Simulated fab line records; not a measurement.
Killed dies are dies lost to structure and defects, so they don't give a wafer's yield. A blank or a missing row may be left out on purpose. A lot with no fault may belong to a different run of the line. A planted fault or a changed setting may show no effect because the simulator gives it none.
fab line records	flow sky130
record lots=12	wafers=33	last_day=50
route steps=708 shown VIA2@509 METAL3@533 PAD_OPEN@708
lots that met no fault: from a run of the same line without faults
start_h: start of the lot's first displayed wafer, in hours after the record's first day	wait_h: hours elapsed since this lot's preceding step	" same as the row above	L1.1+2: one row covering several wafers at once	- no value, or no start was given	* or withheld: withheld	< > ~ a bound
route shown NAME@n: a module of which the file shows steps, and the number in the route of the first	usual: mean/standard deviation taken from wafers without a fault	same: alike in all rows	chamber/n: place in a boat	sites: the reading at each site	_std_site: how widely they spread, as a standard deviation	_edge_site: mean of outer sites minus mean of inner sites	radius_mm: for every site, how far away it sits from the centre of the wafer	mask NAME#n: copy n	behind: tool/chamber where the wafer was last shaped	hold: what put the lot on hold/how long, in hours/how the hold closed	device: whichever transistor did not switch (one of n, p or np)	end of line: the route-end tests of the same wafers	for a step that has no rows: nothing shown but its recipe	killed: dies that structure and defects cost at the first sort, which is not the same as the wafer's yield	map: dies across one wafer; x = killed, . = not, _ = none there
set.NAME: the run value of the setting; set.NAME@STEP: its run value at that earlier step	model.NAME: the simulator's own value behind a step, which no gauge read
a sample of lots followed through the steps of the route, with each step as a table and each wafer as a row
services: a tool's chamber out of use, with start hour (start_h, from the record's first day; less than 0 if before it), hours out, and reason
## steps
# step SKY_VIA2_CMP_02
# recipe material=SiO2	down_force_psi=4	platen_rpm=60	pad_velocity_m_s=0.94248
# usual motor_current_A=12.1/0.82
lot.wafer	tool	chamber	start_h	wait_h	motor_current_A
L508.1	cmp-02	1	821.34	0.1	14.3
L508.2	"	3	"	"	11.0
L508.5	"	0	"	"	12.6
L509.3	cmp-02	0	828.54	0.4	12.8
L509.2	"	1	"	"	14.2
L509.5	"	3	"	"	11.4
L511.4	cmp-02	0	844.43	0.0	12.6
L511.3	"	2	"	"	11.6
L511.5	"	0	"	"	12.9
L518.4	cmp-01	3	900.40	0.0	12.5
L518.3	"	0	"	"	12.2
L520.4	cmp-01	1	917.28	0.0	11.9
L520.1	"	2	"	"	12.5
L521.3	cmp-01	0	925.88	0.0	11.7
L521.2	"	3	"	"	12.3
L521.6	"	1	"	"	12.0
L522.4	cmp-01	0	932.93	0.0	12.8
L522.2	"	2	"	"	12.1
L526.2	cmp-02	3	957.06	0.1	10.5
L526.1	"	0	"	"	12.5
L526.6	"	3	"	"	11.2
L527.1	cmp-02	2	964.40	0.1	11.6
L527.3	"	3	"	"	10.6
L527.6	"	3	"	"	11.0
L531.1	cmp-01	0	990.65	0.3	11.5
L531.4	"	1	"	"	11.9
L531.5	"	0	"	"	12.7
L529.3	cmp-01	3	993.51	0.9	12.1
L529.1	"	1	"	"	12.0
L529.6	"	2	"	"	12.7
L530.1	cmp-01	1	993.76	0.8	11.7
L530.2	"	2	"	"	12.4
L530.4	"	3	"	"	12.7
# step SKY_VIA2_BOW_MEAS_03
# recipe mode=bow
# usual VIA2_BOW=85/7.2
lot.wafer	tool	chamber	start_h	wait_h	VIA2_BOW[um]
L508.1	film_metro-04	-	821.59	0.2	70
L508.2	"	-	"	"	93
L508.5	"	-	"	"	81
L509.2	film_metro-01	-	828.81	0.2	92
L509.3	"	-	"	"	83
L509.5	"	-	"	"	96
L511.3	film_metro-04	-	844.77	0.2	103
L511.4	"	-	"	"	83
L511.5	"	-	"	"	89
L518.3	film_metro-03	-	900.74	0.2	84
L518.4	"	-	"	"	92
L520.1	film_metro-01	-	917.58	0.2	79
L520.4	"	-	"	"	79
L521.2	film_metro-04	-	926.20	0.1	84
L521.3	"	-	"	"	87
L521.6	"	-	"	"	82
L522.2	film_metro-04	-	933.25	0.2	81
L522.4	"	-	"	"	87
L526.1	film_metro-01	-	957.31	0.1	91
L526.2	"	-	"	"	80
L526.6	"	-	"	"	85
L527.1	film_metro-01	-	964.70	0.2	91
L527.3	"	-	"	"	74
L527.6	"	-	"	"	80
L531.1	film_metro-04	-	990.90	0.2	76
L531.4	"	-	"	"	75
L531.5	"	-	"	"	97
L529.1	film_metro-01	-	993.76	0.1	93
L529.3	"	-	"	"	72
L529.6	"	-	"	"	82
L530.1	film_metro-04	-	994.06	0.2	86
L530.2	"	-	"	"	84
L530.4	"	-	"	"	74
# step SKY_VIA2_ETCH_15
# recipe target=SiO2	chemistry=C4F8/O2/Ar	target_depth_nm=546	stop_on=TiN	mask_material=KrF-thick	source_w=1500	bias_w=1200	pressure_mtorr=40	c4f8_flow_sccm=withheld	O2_flow_sccm=6	Ar_flow_sccm=300	time_s=84
# usual bias_w=1200/3.9	chamber_pressure_mTorr=40.00/0.038	oes_product_au=0.940/0.0047
lot.wafer	tool	chamber	start_h	wait_h	bias_w	chamber_pressure_mTorr	oes_product_au	rf_hours_counter_h
L508.1	rie_diel-02	1	848.12	0.0	1203	39.97	0.939	8
L508.2	"	3	"	"	1201	39.98	0.939	9
L508.5	"	2	"	"	1205	39.98	0.940	-
L509.2	rie_diel-04	3	854.87	0.0	1196	40.02	0.936	7
L509.3	"	0	"	"	1199	40.01	0.941	2
L509.5	"	2	"	"	1203	40.03	0.946	-
L511.3	rie_diel-02	1	871.16	0.0	1204	39.98	0.952	9
L511.4	"	0	"	"	1197	39.96	0.939	13
L511.5	"	1	"	"	1204	39.97	0.944	-
L518.3	rie_diel-01	0	925.91	0.0	1205	39.96	0.937	5
L518.4	"	1	"	"	1200	40.00	0.992	9
L520.1	rie_diel-01	3	942.33	0.0	1203	39.96	0.938	18
L520.4	"	2	"	"	1203	39.95	0.992	19
L521.2	rie_diel-01	1	949.93	0.0	1195	39.98	0.988	10
L521.3	"	0	"	"	1201	40.03	0.936	6
L521.6	"	3	"	"	1194	40.00	0.939	-
L522.2	rie_diel-01	3	957.46	0.0	1200	39.99	0.938	18
L522.4	"	1	"	"	1204	39.96	0.940	10
L526.1	rie_diel-04	3	981.11	0.0	1208	40.02	0.938	11
L526.2	"	2	"	"	1206	39.96	0.934	21
L526.6	"	2	"	"	1199	40.03	0.938	-
L527.1	rie_diel-04	0	987.73	0.0	1209	40.02	0.943	4
L527.3	"	3	"	"	1203	40.03	0.938	11
L527.6	"	3	"	"	1204	39.99	0.938	-
L531.1	rie_diel-01	2	1013.77	0.0	1203	39.98	0.944	21
L531.4	"	0	"	"	1200	39.94	0.936	7
L531.5	"	1	"	"	1195	39.97	0.938	-
L529.1	rie_diel-02	3	1017.05	0.0	1194	39.97	0.938	15
L529.3	"	3	"	"	1199	40.03	0.942	-
L529.6	"	1	"	"	1200	40.01	0.943	-
L530.1	rie_diel-01	1	1017.27	0.0	1197	40.08	0.940	12
L530.2	"	2	"	"	1195	40.04	0.933	21
L530.4	"	0	"	"	1195	40.07	0.945	8
# step SKY_METAL3_SPUTTER_01
# recipe material=TiN	target_thk_nm=20	power_w=6500	time_s=16.7	chamber_pressure_pa=0.4
# usual throttle_valve_pct=29.8/1.2
lot.wafer	tool	chamber	start_h	wait_h	throttle_valve_pct
L508.1	pvd_sputter-02	-	849.56	0.0	31.2
L508.2	"	-	"	"	29.0
L508.5	"	-	"	"	30.0
L509.2	pvd_sputter-04	-	856.31	0.0	29.5
L509.3	"	-	"	"	27.6
L509.5	"	-	"	"	27.6
L511.3	pvd_sputter-03	-	872.67	0.0	29.9
L511.4	"	-	"	"	30.2
L511.5	"	-	"	"	31.1
L518.3	pvd_sputter-04	-	927.29	0.0	29.2
L518.4	"	-	"	"	27.6
L520.1	pvd_sputter-04	-	943.68	0.0	30.1
L520.4	"	-	"	"	27.5
L521.2	pvd_sputter-02	-	951.28	0.0	30.0
L521.3	"	-	"	"	31.1
L521.6	"	-	"	"	31.1
L522.2	pvd_sputter-03	-	958.91	0.0	30.3
L522.4	"	-	"	"	31.3
L526.1	pvd_sputter-02	-	982.46	0.0	29.4
L526.2	"	-	"	"	28.0
L526.6	"	-	"	"	27.9
L527.1	pvd_sputter-03	-	989.11	0.0	31.2
L527.3	"	-	"	"	29.7
L527.6	"	-	"	"	30.1
L531.1	pvd_sputter-03	-	1015.25	0.0	30.2
L531.4	"	-	"	"	31.7
L531.5	"	-	"	"	31.3
L529.1	pvd_sputter-04	-	1018.44	0.0	27.6
L529.3	"	-	"	"	29.0
L529.6	"	-	"	"	29.5
L530.1	pvd_sputter-03	-	1018.62	0.0	30.1
L530.2	"	-	"	"	31.3
L530.4	"	-	"	"	31.6
# step SKY_METAL3_SPUTTER_02
# recipe material=AlCu	target_thk_nm=735	power_w=10600	time_s=39.1	chamber_pressure_pa=0.4
# usual throttle_valve_pct=29.8/1.2
lot.wafer	tool	chamber	start_h	wait_h	throttle_valve_pct
L508.1	pvd_sputter-02	-	849.58	0.0	31.2
L508.2	"	-	"	"	29.4
L508.5	"	-	"	"	29.9
L509.2	pvd_sputter-04	-	856.33	0.0	29.3
L509.3	"	-	"	"	27.7
L509.5	"	-	"	"	27.7
L511.3	pvd_sputter-03	-	872.70	0.0	30.0
L511.4	"	-	"	"	30.1
L511.5	"	-	"	"	31.4
L518.3	pvd_sputter-04	-	927.32	0.0	29.3
L518.4	"	-	"	"	27.5
L520.1	pvd_sputter-04	-	943.71	0.0	30.2
L520.4	"	-	"	"	27.4
L521.2	pvd_sputter-02	-	951.31	0.0	30.1
L521.3	"	-	"	"	31.4
L521.6	"	-	"	"	31.4
L522.2	pvd_sputter-03	-	958.94	0.0	30.0
L522.4	"	-	"	"	31.4
L526.1	pvd_sputter-02	-	982.49	0.0	29.3
L526.2	"	-	"	"	27.7
L526.6	"	-	"	"	28.0
L527.1	pvd_sputter-03	-	989.14	0.0	31.3
L527.3	"	-	"	"	30.1
L527.6	"	-	"	"	30.4
L531.1	pvd_sputter-03	-	1015.27	0.0	30.5
L531.4	"	-	"	"	31.1
L531.5	"	-	"	"	31.3
L529.1	pvd_sputter-04	-	1018.46	0.0	27.5
L529.3	"	-	"	"	29.5
L529.6	"	-	"	"	29.4
L530.1	pvd_sputter-03	-	1018.64	0.0	30.0
L530.2	"	-	"	"	31.3
L530.4	"	-	"	"	31.1
# step SKY_PAD_OPEN_PROBE_99
# usual defect_limited_yield=82.4/2	killed_at_M0_to_M3=44/6.5	killed_at_M4_up=3.3/1.7	killed_at_contacts=25/5.3	killed_at_front_end=15/5	killed_at_other=0.2/0.47	killed_dies=87/9.9	killed_on_rim=17/3.8	killed_open=47/8	killed_short=39/6.1	sort_bin_3_pad_short=0.9/0.43	sort_bin_5_function=10.4/1.5	sort_bin_6_memory=6.2/1.2	sort_n_pass=405/9.9	sort_yield_pct=82.4/2
# same gross_dies=492	killed_at_back_side=0	sort_bin_4_leakage[%]=0	sort_bin_8_speed[%]=0
lot.wafer	tool	chamber	start_h	wait_h	defect_limited_yield[%]	killed_at_M0_to_M3	killed_at_M4_up	killed_at_contacts	killed_at_front_end	killed_at_other	killed_dies	killed_on_rim	killed_open	killed_short	sort_bin_3_pad_short[%]	sort_bin_5_function[%]	sort_bin_6_memory[%]	sort_n_pass	sort_yield_pct[%]
L518.3	prober-01	-	1135.34	0.2	80.3	64	5	20	8	0	97	13	44	53	1.4	12.6	5.7	395	80.3
L520.1	prober-01	-	1151.22	0.1	81.7	47	5	25	13	0	90	15	43	47	1.6	9.6	7.1	402	81.7
L520.4	prober-01	-	1151.37	0.2	81.1	43	4	23	23	0	93	20	55	38	0.8	11.4	6.7	399	81.1
L526.1	prober-01	-	1176.18	0.1	81.5	51	6	26	8	0	91	18	43	48	1.8	10.0	6.7	401	81.5
L526.2	prober-01	-	1176.23	0.1	82.5	48	1	29	8	0	86	20	43	43	1.0	11.4	5.1	406	82.5
L526.6	prober-01	-	1176.43	0.2	83.5	47	4	20	10	0	81	13	40	41	0.4	11.2	4.9	411	83.5
L527.1	prober-02	-	1182.77	0.1	81.9	44	3	24	18	0	89	16	48	41	1.2	12.4	4.5	403	81.9
L527.3	prober-02	-	1182.87	0.2	83.1	36	4	27	15	1	83	16	41	42	0.8	11.4	4.7	409	83.1
L527.6	prober-02	-	1183.02	0.2	79.9	47	3	36	13	0	99	18	61	38	0.8	13.8	5.5	393	79.9
# killed by level:class
L518.3 METAL2:geometric_particle:short=14 METAL1:geometric_particle:short=8 VIA1:geometric_particle:open=8 VIA3:geometric_particle:open=8 VIA2:geometric_particle:open=8 LI_CONTACT:geometric_particle:open=7 LI_CONTACT:geometric_particle:short=7 VIA1:geometric_particle:short=5
L520.1 VIA1:geometric_particle:open=15 CONTACT:geometric_particle:open=11 METAL2:geometric_particle:short=8 FIELD_ISO:geometric_particle:short=7 VIA1:geometric_particle:short=7 CONTACT:geometric_particle:short=6 VIA3:geometric_particle:open=6 LOCAL_INTERCONNECT:geometric_particle:short=4
L520.4 VIA1:geometric_particle:open=10 LI_CONTACT:geometric_particle:open=9 CONTACT:geometric_particle:open=9 FIELD_ISO:geometric_particle:short=6 FIELD_ISO:geometric_particle:open=6 POLY_GATE:geometric_particle:open=6 VIA3:geometric_particle:open=6 VIA1:geometric_particle:short=5
L526.1 METAL2:geometric_particle:short=11 CONTACT:geometric_particle:open=8 VIA1:geometric_particle:open=8 METAL1:geometric_particle:short=7 VIA3:geometric_particle:open=7 LI_CONTACT:geometric_particle:open=6 CONTACT:geometric_particle:short=6 VIA2:geometric_particle:short=5
L526.2 VIA1:geometric_particle:open=9 METAL2:geometric_particle:short=9 LI_CONTACT:geometric_particle:open=8 CONTACT:geometric_particle:open=8 VIA2:geometric_particle:open=8 METAL1:geometric_particle:short=7 CONTACT:geometric_particle:short=6 VIA3:geometric_particle:short=5
L526.6 VIA1:geometric_particle:open=12 CONTACT:geometric_particle:open=8 VIA2:geometric_particle:short=6 METAL2:geometric_particle:short=6 CONTACT:geometric_particle:short=5 VIA3:geometric_particle:short=5 VIA3:geometric_particle:open=5 VIA2:geometric_particle:open=4
L527.1 VIA1:geometric_particle:open=17 CONTACT:geometric_particle:short=8 CONTACT:geometric_particle:open=6 VIA3:geometric_particle:open=6 FIELD_ISO:geometric_particle:open=5 METAL2:geometric_particle:short=5 FIELD_ISO:geometric_particle:short=4 POLY_GATE:geometric_particle:short=4
L527.3 CONTACT:geometric_particle:open=9 VIA1:geometric_particle:short=8 VIA1:geometric_particle:open=7 CONTACT:geometric_particle:short=6 LI_CONTACT:geometric_particle:open=6 FIELD_ISO:geometric_particle:open=5 LOCAL_INTERCONNECT:geometric_particle:short=5 VIA3:geometric_particle:open=5
L527.6 VIA1:geometric_particle:open=12 CONTACT:geometric_particle:open=11 VIA3:geometric_particle:open=10 LOCAL_INTERCONNECT:geometric_particle:short=8 CONTACT:geometric_particle:short=7 METAL1:geometric_particle:short=7 VIA2:geometric_particle:open=6 FIELD_ISO:geometric_particle:open=5
## services
tool	chamber	start_h	hours	kind
cmp-01	-	797.93	1.4	repair
pvd_sputter-03	-	802.66	5.0	repair
cmp-01	-	803.40	0.2	repair
pvd_sputter-02	-	826.13	1.9	repair
cmp-01	-	827.74	20.7	repair
rie_diel-01	0	876.25	1.9	repair
pvd_sputter-02	-	881.88	6.8	repair
cmp-01	-	900.88	0.4	repair
rie_diel-01	0	901.89	1.3	repair
cmp-02	-	909.04	2.0	repair
cmp-01	-	912.00	4.0	pm
rie_diel-01	1	917.03	2.5	repair
cmp-01	-	936.08	2.0	repair
cmp-02	-	936.36	2.5	repair
cmp-02	-	963.30	0.8	repair
pvd_sputter-02	-	968.13	2.4	repair
pvd_sputter-02	-	968.34	9.6	repair
cmp-01	-	974.10	1.0	repair
pvd_sputter-04	-	979.53	5.0	repair
rie_diel-01	2	979.89	3.0	repair
cmp-01	-	983.39	4.4	pm
pvd_sputter-04	-	988.26	1.0	repair
cmp-02	-	990.35	3.3	repair
cmp-02	-	993.98	5.1	pm
## key
first_sign step=SKY_VIA2_ETCH_15	reading=oes_product_au	direction=up	sigmas=11	usual=0.940	struck=0.991
effect none on later readings
met_at SKY_VIA2_CMP_02
struck_lots L518,L520,L521
struck_wafers L518.4,L520.4,L521.2
not_acting_at SKY_VIA2_BOW_MEAS_03,SKY_METAL3_SPUTTER_01,SKY_METAL3_SPUTTER_02
fault kind=process_parameter_drift	tool=cmp-01	chamber=-	onset_h=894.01	steps=SKY_VIA2_CMP_02	channel=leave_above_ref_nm	offset=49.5	shape=step	end_h=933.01	scope=struck_wafers_only	acts_in=these_recipes_only	stated=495
